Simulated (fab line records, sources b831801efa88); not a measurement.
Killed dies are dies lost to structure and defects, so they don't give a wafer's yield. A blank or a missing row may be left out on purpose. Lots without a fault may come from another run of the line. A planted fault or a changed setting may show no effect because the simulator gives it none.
fab line records | flow sky130
record lots=11 wafers=33 last_day=50
route steps=708 shown VIA1@473 METAL2@487 PAD_OPEN@708
lots that met no fault: from a run of the same line without faults
start_h: hours from the record's first day to the start of the lot's first wafer shown | wait_h: hours since the lot's step before | " the same as in the row above | L1.1+2: a row that stands for several wafers | - no value, or no start given | * or withheld: withheld | < > ~ a bound
route shown NAME@n: a module of which the file shows steps, and the number in the route of the first | usual: mean/standard deviation of fault-free wafers | same: alike in all rows | chamber/n: place in a boat | sites: the reading at each site | _std_site: their standard deviation | _edge_site: outer sites' mean less inner sites' | radius_mm: how far each site lies from the wafer's centre | mask NAME#n: copy n | behind: the tool/chamber that last shaped the wafer | hold: why the lot was held/for how many hours/how that ended | device: the transistor (n, p or np) that didn't switch | end of line: the same wafers' tests at the end of the route | a step without rows: its recipe alone | killed: dies lost to structure and defects at the first sort, not the wafer's yield | map: a wafer's dies, x killed, . not, _ none there
set.NAME: the setting as run; set.NAME@STEP: as run at that earlier step | model.NAME: the simulator's own value behind a step, which no gauge read
steps of the route over a sample of lots; a table a step, a row a wafer
services: from which hour (start_h, from the record's first day; less than 0 if before it) a tool's chamber was out of use, for how many hours, and why
## steps
# step SKY_VIA1_ETCH_15
# recipe target=SiO2 chemistry=C4F8/O2/Ar target_depth_nm=351 stop_on=TiN mask_material=KrF-thick source_w=1500 bias_w=1200 pressure_mtorr=40 c4f8_flow_sccm=withheld O2_flow_sccm=6 Ar_flow_sccm=300 time_s=54
# usual oes_product_au=0.982/0.0052
# columns lot.wafer tool chamber start_h wait_h oes_product_au rf_hours_counter_h
L557.2 rie_diel-03 1 785.26 0.0 0.982 5
L557.3 " 2 " " 0.979 13
L557.6 " 1 " " 0.987 -
L558.1 rie_diel-02 1 797.79 0.0 0.979 6
L558.3 " 3 " " 0.972 10
L558.6 " 1 " " 0.977 -
L561.3 rie_diel-03 1 825.91 0.0 0.985 6
L561.4 " 2 " " 0.983 14
L561.6 " 0 " " 0.976 -
L565.1 rie_diel-02 0 852.43 0.0 0.975 7
L565.2 " 1 " " 0.984 7
L565.3 " 3 " " 0.981 12
L573.1 rie_diel-01 3 925.80 0.0 0.978 14
L573.3 " 0 " " 0.981 0
L573.5 " 0 " " 0.989 -
L574.4 rie_diel-01 2 942.18 0.0 0.978 7
L574.5 " 3 " " 0.980 -
L574.6 " 2 " " 0.983 -
L575.2 rie_diel-03 1 943.98 0.0 0.983 9
L575.3 " 0 " " 0.974 14
L575.5 " 0 " " 0.981 -
L576.1 rie_diel-02 2 944.02 0.0 0.982 7
L576.3 " 3 " " 0.970 15
L576.5 " 1 " " 0.978 -
L577.3 rie_diel-01 2 944.70 0.0 0.982 8
L577.4 " 0 " " 0.984 -
L577.6 " 1 " " 0.986 -
L578.2 rie_diel-01 1 953.43 0.0 0.974 7
L578.3 " 0 " " 0.989 1
L578.5 " 2 " " 0.983 -
L580.2 rie_diel-02 1 963.97 0.0 0.987 11
L580.3 " 2 " " 0.989 -
L580.4 " 1 " " 0.987 -
# step SKY_VIA1_CMP_24
# recipe stop_on=SiO2 t_overpolish_s=15 down_force_psi=3.5 platen_rpm=60 target_thk_nm=0 pad_velocity_m_s=0.94248
# usual motor_current_A=11.1/1 overpolish_run_s=14.999/0.0091 time_to_endpoint_s=63.2/2.3
# columns lot.wafer tool chamber start_h wait_h motor_current_A overpolish_run_s time_to_endpoint_s
L557.3 cmp-01 2 786.24 0.0 12.3 15.002 62.8
L557.2 " 3 " " 10.1 15.003 63.5
L557.6 " 3 " " 10.4 15.007 63.1
L558.1 cmp-01 0 798.82 0.1 11.2 14.984 61.4
L558.3 " 1 " " 11.1 15.006 61.8
L558.6 " 3 " " 10.1 14.989 63.5
L561.4 cmp-02 1 826.89 0.0 11.3 15.003 63.1
L561.3 " 3 " " 9.9 14.979 58.8
L561.6 " 1 " " 11.9 15.017 64.1
L565.1 cmp-02 0 853.50 0.1 13.1 15.006 61.0
L565.3 " 1 " " 11.5 15.001 63.6
L565.2 " 2 " " 10.5 15.000 61.4
L573.1 cmp-01 3 926.82 0.1 9.5 15.003 59.8
L573.3 " 0 " " 11.2 15.009 63.7
L573.5 " 3 " " 10.2 15.001 60.9
L574.4 cmp-02 1 943.69 0.2 12.3 15.001 62.5
L574.6 " 1 " " 11.4 15.010 66.0
L574.5 " 2 " " 10.3 15.009 64.4
L575.2 cmp-02 0 945.24 0.3 12.6 15.009 68.6
L575.3 " 2 " " 10.3 15.014 63.4
L575.5 " 0 " " 13.1 15.011 66.4
L576.3 cmp-02 3 945.54 0.5 10.5 15.013 60.8
L576.1 " 0 " " 11.8 15.003 65.7
L576.5 " 2 " " 10.2 14.998 63.5
L577.4 cmp-02 1 945.84 0.2 11.5 14.997 64.8
L577.3 " 3 " " 9.9 14.999 60.1
L577.6 " 0 " " 13.1 14.994 64.1
L578.3 cmp-02 3 954.43 0.0 9.7 14.994 62.9
L578.2 " 2 " " 9.8 14.989 64.9
L578.5 " 0 " " 12.7 14.983 64.3
L580.3 cmp-01 0 964.97 0.0 10.6 14.988 61.0
L580.2 " 1 " " 11.2 14.981 63.3
L580.4 " 3 " " 10.0 14.999 62.6
# step SKY_METAL2_SPUTTER_04
# recipe material=TiN target_thk_nm=70 power_w=6500 time_s=58.3 chamber_pressure_pa=0.4
# usual throttle_valve_pct=30.4/0.89
# columns lot.wafer tool chamber start_h wait_h throttle_valve_pct
L557.2 pvd_sputter-03 - 786.63 0.0 29.5
L557.3 " - " " 30.6
L557.6 " - " " 30.6
L558.1 pvd_sputter-04 - 799.16 0.0 32.5
L558.3 " - " " 31.1
L558.6 " - " " 31.5
L561.3 pvd_sputter-03 - 827.28 0.0 31.8
L561.4 " - " " 30.5
L561.6 " - " " 31.3
L565.1 pvd_sputter-01 - 853.89 0.0 29.6
L565.2 " - " " 28.9
L565.3 " - " " 29.6
L573.1 pvd_sputter-03 - 927.16 0.0 30.3
L573.3 " - " " 31.3
L573.5 " - " " 30.2
L574.4 pvd_sputter-01 - 944.08 0.0 29.6
L574.5 " - " " 30.5
L574.6 " - " " 30.0
L575.2 pvd_sputter-03 - 945.58 0.0 29.4
L575.3 " - " " 30.3
L575.5 " - " " 29.4
L576.1 pvd_sputter-04 - 945.88 0.0 32.5
L576.3 " - " " 31.0
L576.5 " - " " 31.1
L577.3 pvd_sputter-03 - 946.18 0.0 29.5
L577.4 " - " " 30.6
L577.6 " - " " 31.5
L578.2 pvd_sputter-01 - 954.82 0.0 29.7
L578.3 " - " " 29.7
L578.5 " - " " 29.3
L580.2 pvd_sputter-03 - 965.36 0.0 30.3
L580.3 " - " " 30.4
L580.4 " - " " 29.5
# step SKY_METAL2_THK_MEAS_06
# recipe thk_meas_gauge=xrf reads=AlCu_of_METAL2_SPUTTER_02
# usual METAL2_ALCU_THK=248/3
# columns lot.wafer tool chamber start_h wait_h METAL2_ALCU_THK[nm]
L557.2 film_metro-02 - 786.81 0.1 243
L557.3 " - " " 243
L557.6 " - " " 243
L558.1 film_metro-01 - 799.33 0.1 250
L558.3 " - " " 247
L558.6 " - " " 251
L561.3 film_metro-02 - 827.47 0.1 243
L561.4 " - " " 245
L561.6 " - " " 244
L565.1 film_metro-03 - 854.06 0.1 229
L565.2 " - " " 244
L565.3 " - " " 246
L573.1 film_metro-01 - 927.33 0.1 250
L573.3 " - " " 250
L573.5 " - " " 251
L574.4 film_metro-03 - 944.28 0.1 245
L574.5 " - " " 247
L574.6 " - " " 246
L575.2 film_metro-02 - 945.76 0.1 252
L575.3 " - " " 248
L575.5 " - " " 250
L576.1 film_metro-01 - 946.05 0.1 247
L576.3 " - " " 246
L576.5 " - " " 246
L577.3 film_metro-01 - 946.37 0.1 248
L577.4 " - " " 249
L577.6 " - " " 246
L578.2 film_metro-02 - 955.00 0.1 246
L578.3 " - " " 244
L578.5 " - " " 246
L580.2 film_metro-03 - 965.54 0.1 244
L580.3 " - " " 244
L580.4 " - " " 243
# step SKY_METAL2_ETCH_18
# recipe chemistry=N2/H2 target=BARC ion_energy_ev=200 bias_w=100 pressure_mtorr=30 n2_flow_sccm=100 h2_flow_sccm=200 icp_w=500 stop_on=SiO2 time_s=45.9 target_depth_a=600
# usual drypump_motor_current_A=5.78/0.26 oes_product_au=0.855/0.0045 throttle_valve_pct=13.224/0.0087
# columns lot.wafer tool chamber start_h wait_h drypump_motor_current_A oes_product_au rf_hours_counter_h throttle_valve_pct
L557.2 rie_metal-03 1 814.61 0.0 6.06 0.864 12 13.224
L557.3 " 0 " " 5.37 0.858 - 13.232
L557.6 " 0 " " 5.39 0.849 - 13.214
L558.1 rie_metal-04 0 827.15 0.0 5.73 0.851 9 13.228
L558.3 " 1 " " 6.05 0.857 - 13.215
L558.6 " 1 " " 6.05 0.853 - 13.220
L561.3 rie_metal-03 0 854.47 0.0 5.38 0.853 - 13.213
L561.4 " 1 " " 6.06 0.862 - 13.220
L561.6 " 0 " " 5.36 0.860 - 13.223
L565.1 rie_metal-03 1 879.81 0.0 6.04 0.844 14 13.216
L565.2 " 0 " " 5.39 0.850 17 13.221
L565.3 " 1 " " 6.05 0.855 - 13.222
L573.1 rie_metal-03 0 951.94 0.0 5.34 0.854 2 13.225
L573.3 " 1 " " 6.05 0.856 - 13.219
L573.5 " 1 " " 6.06 0.844 - 13.216
L574.4 rie_metal-04 0 968.33 0.0 5.71 0.854 - 13.235
L574.5 " 0 " " 5.71 0.854 - 13.242
L574.6 " 1 " " 6.01 0.849 - 13.229
L575.2 rie_metal-03 0 969.84 0.0 5.38 0.854 3 13.222
L575.3 " 1 " " 6.06 0.856 - 13.207
L575.5 " 1 " " 6.06 0.852 - 13.203
L576.1 rie_metal-02 0 970.01 0.0 5.57 0.856 5 13.223
L576.3 " 1 " " 5.78 0.856 - 13.228
L576.5 " 0 " " 5.53 0.857 - 13.233
L577.3 rie_metal-02 1 970.73 0.0 5.72 0.857 - 13.216
L577.4 " 0 " " 5.57 0.854 - 13.216
L577.6 " 1 " " 5.72 0.855 - 13.223
L578.2 rie_metal-04 1 979.05 0.0 6.03 0.860 14 13.223
L578.3 " 1 " " 6.03 0.854 - 13.205
L578.5 " 1 " " 6.05 0.857 - 13.226
L580.2 rie_metal-04 0 991.37 0.0 5.68 0.861 17 13.231
L580.3 " 0 " " 5.71 0.859 - 13.217
L580.4 " 1 " " 6.04 0.852 - 13.214
# step SKY_PAD_OPEN_PROBE_99
# usual defect_limited_yield=82.4/2.1 killed_at_M0_to_M3=43/7.4 killed_at_M4_up=3.1/1.9 killed_at_contacts=25/5.4 killed_at_front_end=15/4.3 killed_at_other=0.3/0.54 killed_dies=86/10 killed_on_rim=17/4 killed_open=46/7.4 killed_short=40/7 sort_bin_3_pad_short=0.9/0.39 sort_bin_5_function=10.3/1.6 sort_bin_6_memory=6.4/1.1 sort_n_pass=406/10 sort_yield_pct=82.4/2.1
# same gross_dies=492 killed_at_back_side=0 sort_bin_4_leakage[%]=0 sort_bin_8_speed[%]=0
# columns lot.wafer tool chamber start_h wait_h defect_limited_yield[%] killed_at_M0_to_M3 killed_at_M4_up killed_at_contacts killed_at_front_end killed_at_other killed_dies killed_on_rim killed_open killed_short sort_bin_3_pad_short[%] sort_bin_5_function[%] sort_bin_6_memory[%] sort_n_pass sort_yield_pct[%]
L561.3 prober-01 - 1104.36 0.2 81.5 42 3 22 23 1 91 16 41 48 1.2 10.4 6.9 401 81.5
L561.4 prober-01 - 1104.41 0.2 81.1 45 3 27 18 0 93 21 49 43 1.2 9.8 7.9 399 81.1
L561.6 prober-01 - 1104.51 0.2 81.9 43 4 23 19 0 89 21 47 42 0.4 9.6 8.1 403 81.9
L565.1 prober-01 - 1121.42 0.1 83.1 38 8 26 11 0 83 17 44 39 0.2 10.6 6.1 409 83.1
L565.2 prober-01 - 1121.47 0.1 80.9 50 4 23 17 0 94 22 44 50 0.8 11.8 6.5 398 80.9
L565.3 prober-01 - 1121.52 0.2 85.8 36 3 20 11 0 70 14 45 24 0.4 8.1 5.7 422 85.8
L577.3 prober-01 - 1191.22 0.2 80.9 45 2 29 17 1 94 22 48 44 0.8 12.0 6.3 398 80.9
L577.4 prober-01 - 1191.27 0.2 85.0 39 1 25 8 1 74 17 41 33 1.0 9.8 4.3 418 85.0
L577.6 prober-01 - 1191.37 0.2 83.1 47 5 20 11 0 83 14 39 43 1.0 10.6 5.3 409 83.1
L578.2 prober-02 - 1194.04 0.1 85.2 39 2 22 10 0 73 15 46 27 0 9.3 5.5 419 85.2
L578.3 prober-02 - 1194.09 0.2 84.1 39 2 22 15 0 78 16 44 34 1.4 8.3 6.1 414 84.1
L578.5 prober-02 - 1194.19 0.2 81.1 47 3 21 22 0 93 18 45 48 0.2 12.8 5.9 399 81.1
# killed by level:class
L561.3 LI_CONTACT:geometric_particle:open=7 METAL2:geometric_particle:short=7 FIELD_ISO:geometric_particle:short=6 VIA1:geometric_particle:short=6 FIELD_ISO:geometric_particle:open=5 CONTACT:geometric_particle:short=5 CONTACT:geometric_particle:open=5 VIA2:geometric_particle:open=5
L561.4 CONTACT:geometric_particle:open=11 VIA2:geometric_particle:open=7 VIA1:geometric_particle:open=7 METAL2:geometric_particle:short=7 FIELD_ISO:geometric_particle:open=6 FIELD_ISO:geometric_particle:short=5 LI_CONTACT:geometric_particle:open=5 CONTACT:geometric_particle:short=4
L561.6 VIA1:geometric_particle:open=11 VIA3:geometric_particle:open=9 LOCAL_INTERCONNECT:geometric_particle:short=7 METAL1:geometric_particle:short=6 METAL2:geometric_particle:short=6 CONTACT:geometric_particle:open=6 CONTACT:geometric_particle:short=5 SPACER:geometric_particle:open=4
L565.1 LI_CONTACT:geometric_particle:open=9 VIA1:geometric_particle:open=7 VIA3:geometric_particle:open=7 METAL1:geometric_particle:short=6 VIA2:geometric_particle:open=6 METAL4:geometric_particle:short=5 CONTACT:geometric_particle:open=5 LI_CONTACT:geometric_particle:short=4
L565.2 VIA1:geometric_particle:open=11 FIELD_ISO:geometric_particle:short=9 CONTACT:geometric_particle:open=7 VIA1:geometric_particle:short=7 METAL2:geometric_particle:short=6 METAL1:geometric_particle:short=6 VIA2:geometric_particle:open=6 LOCAL_INTERCONNECT:geometric_particle:short=5
L565.3 VIA1:geometric_particle:open=12 LI_CONTACT:geometric_particle:open=7 CONTACT:geometric_particle:open=7 VIA1:geometric_particle:short=5 METAL2:geometric_particle:short=4 VIA3:geometric_particle:open=4 FIELD_ISO:geometric_particle:open=3 VIA2:geometric_particle:open=3
L577.3 CONTACT:geometric_particle:open=13 METAL2:geometric_particle:short=11 VIA1:geometric_particle:open=9 FIELD_ISO:geometric_particle:short=7 LI_CONTACT:geometric_particle:open=6 VIA2:geometric_particle:open=6 VIA3:geometric_particle:open=5 CONTACT:geometric_particle:short=4
L577.4 LI_CONTACT:geometric_particle:open=12 VIA1:geometric_particle:open=11 VIA2:geometric_particle:open=6 CONTACT:geometric_particle:open=5 METAL2:geometric_particle:short=5 METAL3:geometric_particle:short=4 POLY_GATE:geometric_particle:short=4 LOCAL_INTERCONNECT:geometric_particle:short=4
L577.6 VIA1:geometric_particle:open=14 CONTACT:geometric_particle:short=10 VIA2:geometric_particle:open=10 VIA1:geometric_particle:short=7 FIELD_ISO:geometric_particle:short=4 LOCAL_INTERCONNECT:geometric_particle:short=4 METAL1:geometric_particle:short=4 METAL4:geometric_particle:short=4
L578.2 CONTACT:geometric_particle:open=12 VIA1:geometric_particle:open=11 VIA2:geometric_particle:open=9 METAL1:geometric_particle:short=6 POLY_GATE:geometric_particle:short=4 CONTACT:geometric_particle:short=4 VIA3:geometric_particle:open=4 FIELD_ISO:geometric_particle:short=3
L578.3 CONTACT:geometric_particle:open=9 VIA1:geometric_particle:open=8 VIA1:geometric_particle:short=6 VIA2:geometric_particle:open=6 CONTACT:geometric_particle:short=5 METAL1:geometric_particle:short=4 VIA3:geometric_particle:open=4 FIELD_ISO:geometric_particle:open=3
L578.5 METAL1:geometric_particle:short=11 VIA1:geometric_particle:open=8 LI_CONTACT:geometric_particle:open=7 VIA3:geometric_particle:open=7 CONTACT:geometric_particle:short=6 FIELD_ISO:geometric_particle:short=5 VIA2:geometric_particle:open=5 POLY_GATE:geometric_particle:open=4
## services
# columns tool chamber start_h hours kind
cmp-01 - 761.53 3.9 repair
cmp-02 - 817.57 0.8 repair
rie_metal-03 - 828.85 0.7 repair
cmp-02 - 837.78 4.6 pm
rie_diel-01 1 862.68 7.6 repair
cmp-01 - 869.16 5.3 pm
rie_diel-01 2 870.07 30.1 repair
rie_diel-01 1 871.21 17.7 repair
cmp-02 - 874.69 11.1 pm
rie_metal-03 - 880.64 0.6 repair
rie_diel-01 - 889.09 15.6 pm
cmp-02 - 912.06 4.0 pm
cmp-02 - 914.04 1.4 repair
pvd_sputter-03 - 931.22 1.7 repair
cmp-02 - 937.76 2.3 repair
cmp-01 - 941.52 5.0 repair
pvd_sputter-03 - 942.46 1.6 repair
rie_diel-01 3 944.06 4.6 repair
rie_diel-02 0 950.75 7.5 repair
rie_diel-02 3 959.75 7.5 repair
rie_diel-02 0 961.73 7.6 repair
rie_diel-01 3 969.95 8.9 repair
rie_diel-02 - 970.00 2.8 pm
rie_diel-01 1 974.40 8.9 repair
## key
first_sign step=SKY_METAL2_THK_MEAS_06 reading=METAL2_ALCU_THK direction=down sigmas=6.1 usual=248 struck=229
effect none on later readings
met_at SKY_METAL2_SPUTTER_04
struck_lots L565
struck_wafers L565.1
not_acting_at SKY_VIA1_ETCH_15,SKY_VIA1_CMP_24,SKY_METAL2_ETCH_18
fault kind=process_parameter_drift tool=pvd_sputter-01 chamber=- onset_h=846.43 steps=SKY_METAL2_SPUTTER_04 channel=target_thk_nm offset=36.645 shape=step end_h=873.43 acts_in=these_recipes_only stated=70 scope=struck_wafers_only
